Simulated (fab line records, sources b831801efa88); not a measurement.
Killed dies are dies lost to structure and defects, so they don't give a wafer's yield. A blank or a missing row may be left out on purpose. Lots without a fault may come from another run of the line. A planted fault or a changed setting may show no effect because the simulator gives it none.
Chamber matching | flow gf180mcu | GF_MIM_CVD_05 on pecvd-03: 3 sister chambers
The step deposits Si3N4, target thk 42 nm, time 29.086 s. 3 wafers are shown with their chamber, then 12 later ones without.

WAFERS WITH THEIR CHAMBER
wafer  | chamber | heater_power_w (W)
L091.4 | 1       | 802
L091.5 | 0       | 605
L091.6 | 2       | 697

WAFERS WITHOUT THEIR CHAMBER
wafer  | heater_power_w (W)
L093.1 | 610
L093.2 | 576
L093.3 | 838
L093.4 | 640
L093.5 | 580
L093.6 | 833
L094.2 | 704
L094.4 | 764
L094.6 | 627
L095.3 | 594
L095.4 | 761
L095.5 | 609

WHICH CHAMBER EACH WENT THROUGH
wafer  | from the rows above     | in truth
L093.1 | 0                       | 0
L093.2 | 0                       | 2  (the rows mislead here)
L093.3 | 1                       | 1
L093.4 | can't be placed: 0 or 2 | 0
L093.5 | 0                       | 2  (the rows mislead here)
L093.6 | 1                       | 1
L094.2 | 2                       | 2
L094.4 | can't be placed: 1 or 2 | 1
L094.6 | can't be placed: 0 or 2 | 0
L095.3 | 0                       | 0
L095.4 | can't be placed: 1 or 2 | 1
L095.5 | 0                       | 0
Placed correctly: 6 of 12. Can't be placed from these rows: 4 (the true chamber is among the candidates in 4). Placed wrongly: 2.
How it was worked out, from the rows above alone: a wafer's distance from a chamber is the root of the sum, over the readings, of the square of ((its reading less the chamber's mean) divided by the reading's scatter). The wafer belongs to the nearest chamber; if the next one is less than 2 further off, it can't be placed. A chamber's mean is the mean of its shown wafers. The scatter: with one shown wafer a chamber, the root of the mean of the squares of how far each hidden wafer lies from its nearest shown one.
